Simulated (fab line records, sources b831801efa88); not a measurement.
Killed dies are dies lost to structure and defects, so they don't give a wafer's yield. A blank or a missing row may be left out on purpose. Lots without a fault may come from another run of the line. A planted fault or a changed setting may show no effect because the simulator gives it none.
One fault seen from 2 desks | flow gf180mcu | each desk has only its own numbers; what lay behind them comes last

THE METROLOGY DESK
What the gauges read, lot by lot, whatever tool the lot ran on: means of the sampled wafers that have a number. A lot is out of limits, marked OUT, if its mean lies more than 4 standard deviations from the usual mean; the brackets give that distance.
Columns: A = V5_OVL at GF_V5_OVL_MEAS_15, usual -4 nm; B = TOP_METAL_OVL at GF_TOP_METAL_OVL_MEAS_15, usual 0.2 nm
lot  | first seen here | A  | B
L240 | day 27 02:10    | -4 | -0.6
L241 | day 27 13:13    | -3 | -0.9
L242 | day 27 16:37    | -1 | -0.1
L243 | day 28 05:19    | -4 | 0.8
L244 | day 28 11:46    | -3 | 0.2
L245 | day 28 17:55    | -2 | -0.6
L246 | day 28 22:49    | -3 | 1.0
L247 | day 29 07:16    | 2  | 0.1
L252 | day 30 21:19    | -5 | -0.4
L255 | day 31 14:55    | -5 | -1.6
L259 | day 32 17:46    | -5 | -0.4
L260 | day 32 21:39    | -7 | 2.6
L262 | day 33 07:10    | -1 | 1.8
This desk's finding: nothing out of limits on any of the 13 lots.

THE TOOL OWNER'S DESK: cmp-02
The tool's own readings at GF_V4_CMP_26 (polishes, stops on SiO2, t overpolish 15 s, target thk 0 nm): means of the sampled wafers that have a number, for each lot that ran on this tool. A lot is out of limits, marked OUT, if its mean lies more than 4 standard deviations from the usual mean; the brackets give that distance.
Columns: A = head_pressure_psi at GF_V4_CMP_26, usual 3.501 psi; B = motor_current_A at GF_V4_CMP_26, usual 10.7 A; C = overpolish_run_s at GF_V4_CMP_26, usual 15.000 s; D = time_to_endpoint_s at GF_V4_CMP_26, usual 84 s
lot  | first seen here | A     | B    | C      | D
L243 | day 25 12:26    | 3.510 | 10.9 | 15.002 | 82
L247 | day 26 17:15    | 3.504 | 11.4 | 14.996 | 82
L252 | day 28 10:47    | 3.502 | 10.7 | 14.993 | 85
L255 | day 29 05:52    | 3.508 | 11.5 | 15.001 | 84
This desk's finding: nothing out of limits on any of the 4 lots.

PUT TOGETHER
The metrology desk saw nothing out of limits.
The tool owner's desk saw nothing out of limits.

WHAT THE SIMULATOR HAD PUT IN
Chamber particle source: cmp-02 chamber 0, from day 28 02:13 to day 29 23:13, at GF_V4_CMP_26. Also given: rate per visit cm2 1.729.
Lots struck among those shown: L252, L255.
